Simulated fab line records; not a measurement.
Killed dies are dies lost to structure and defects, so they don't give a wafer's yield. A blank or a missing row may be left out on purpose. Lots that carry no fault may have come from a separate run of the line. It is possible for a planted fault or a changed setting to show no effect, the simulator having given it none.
A lot that was struck, set against a sound lot	flow sky130	16 out of 708 route steps
Sound: the wafers L491.1, L491.2, L491.4. Struck: wafer L504.5. (L504.6 of the same lot was not struck and is left out.) The cause comes at the end.
Each step with rows lists, per side, the tool, then ch with its chambers, then its first start. Under that, the readings that differ: sound wafers	struck wafers	difference of the means	sigmas: that difference in standard deviations of wafers without a fault.
alike: readings whose means differ by less than 2 such deviations, and words and numbers that are the same on both sides. not compared: withheld readings, readings that some wafer has no value for, bounds like >300 that may hide the same value, and numbers for which the record gives no deviation and whose values overlap.
The two part at a step that has a row with sigmas, a row that says differs or no value, or rows on one side only. Numbers that have no deviation but don't overlap get no sigmas and don't part them. A reading missing from all wafers of one side parts the sides only when that side holds two or more wafers.

first, 1 step without rows for these wafers: SKY_FIELD_ISO_CVD_03 (deposits Si3N4 from DCS/NH3, target thk 165 nm, time 2830 s).
SKY_FIELD_ISO_THK_MEAS_04:
  sound on filmMetro-04 at day 2 05:58; struck on filmMetro-02 at day 4 21:31
reading	sound	struck	difference	sigmas
FIELD_ISO_CVD_03_THK (nm)	168.6 169.0 166.3	163.2	-4.8	-2
then, 8 steps without rows for these wafers: SKY_FIELD_ISO_DEHYDRATE_05 (time 60 s); SKY_FIELD_ISO_HMDS_06 (prime time 60 s); SKY_FIELD_ISO_COAT_07 (resist thk 60 nm); SKY_FIELD_ISO_COAT_08 (resist thk 450 nm); SKY_FIELD_ISO_SOFTBAKE_09 (time 90 s); SKY_FIELD_ISO_EXPOSE_10 (exposes mask FOM, target cd 150 nm); SKY_FIELD_ISO_PEB_11; SKY_FIELD_ISO_DEVELOP_12 (develop time 60 s).
SKY_FIELD_ISO_CD_MEAS_13: the cd target is 150 nm.
  sound on cdSem-01 at day 2 21:44; struck on cdSem-01 at day 5 16:05
  alike: cdNm
SKY_FIELD_ISO_ETCH_14: etches BARC in N2/H2, stops on SiO2, time 45.9 s, target depth 60 nm.
  sound on rieDiel-03 ch 0,1, day 2 21:52; struck on rieDiel-02 ch 2, day 5 16:09
  alike: drypumpMotorCurrentA, oesProductAu, throttleValvePct
  not compared: rfHoursCounterH
SKY_FIELD_ISO_ETCH_15: etches the open film in CHF3/O2, stops on Si, target depth 180 nm, time 72 s.
  sound on rieDiel-03 ch 0,1, day 2 21:54; struck on rieDiel-02 ch 2, day 5 16:12
reading	sound	struck	difference	sigmas
oesProductAu (a.u.)	0.956 0.964 0.945	0.830	-0.125	-14
throttleValvePct (%)	8.861 8.841 8.852	8.798	-0.053	-5
model.KrF-thick_of_FIELD_ISO_COAT_08.thkNm (nm)	238.5 242.2 241.9	276.9	+36.0	
  alike: O2_flow_sccm, drypumpMotorCurrentA
  not compared: rfHoursCounterH
SKY_FIELD_ISO_STRIP_16: strips in O2/N2.
  sound on plasmaAsher-03 ch 0,1, day 2 21:58; struck on plasmaAsher-01 ch 0, day 5 16:17
reading	sound	struck	difference	sigmas
oesProductAu (a.u.)	0.379 0.382 0.380	0.396	+0.016	+4
stripTimeToEndpointS (s)	3.581 3.597 3.603	3.989	+0.395	+15
  alike: drypumpMotorCurrentA, o2FlowSccm
  not compared: rfHoursCounterH
SKY_FIELD_ISO_ETCH_17: etches Si in HBr/Cl2/O2, target depth 342 nm, time 97.7 s.
  sound on rieSi-02 ch 0,1,2, day 2 22:04; struck on rieSi-01 ch 1, day 5 16:22
reading	sound	struck	difference	sigmas
throttleValvePct (%)	25.658 25.636 25.656	25.676	+0.026	+3
  alike: O2_flow_sccm, drypumpMotorCurrentA, oesProductAu
  not compared: rfHoursCounterH
-- the record jumps here: 45 days lie between the struck wafers' starts before and after (it left off in module FIELD_ISO and takes up again in module PAD_OPEN, whose first step shown is number 708 of the route) --
SKY_PAD_OPEN_PROBE_99:
  sound on prober-02 at day 47 15:32; struck on prober-02 at day 50 14:59
reading	sound	struck	difference	sigmas
killedAtFrontEnd	11 11 11	423	+412	+92
killedDies	89 90 85	492	+404	+45
killedOnRim	16 22 10	96	+80	+22
  alike: killed_at_M0_to_M3, killed_at_M4_up, killedAtContacts, killedOpen, killedShort

== WHERE THEY PART ==
At SKY_FIELD_ISO_THK_MEAS_04 first; at SKY_PAD_OPEN_PROBE_99 last (within this record only).

WHY: whatever the simulator had introduced
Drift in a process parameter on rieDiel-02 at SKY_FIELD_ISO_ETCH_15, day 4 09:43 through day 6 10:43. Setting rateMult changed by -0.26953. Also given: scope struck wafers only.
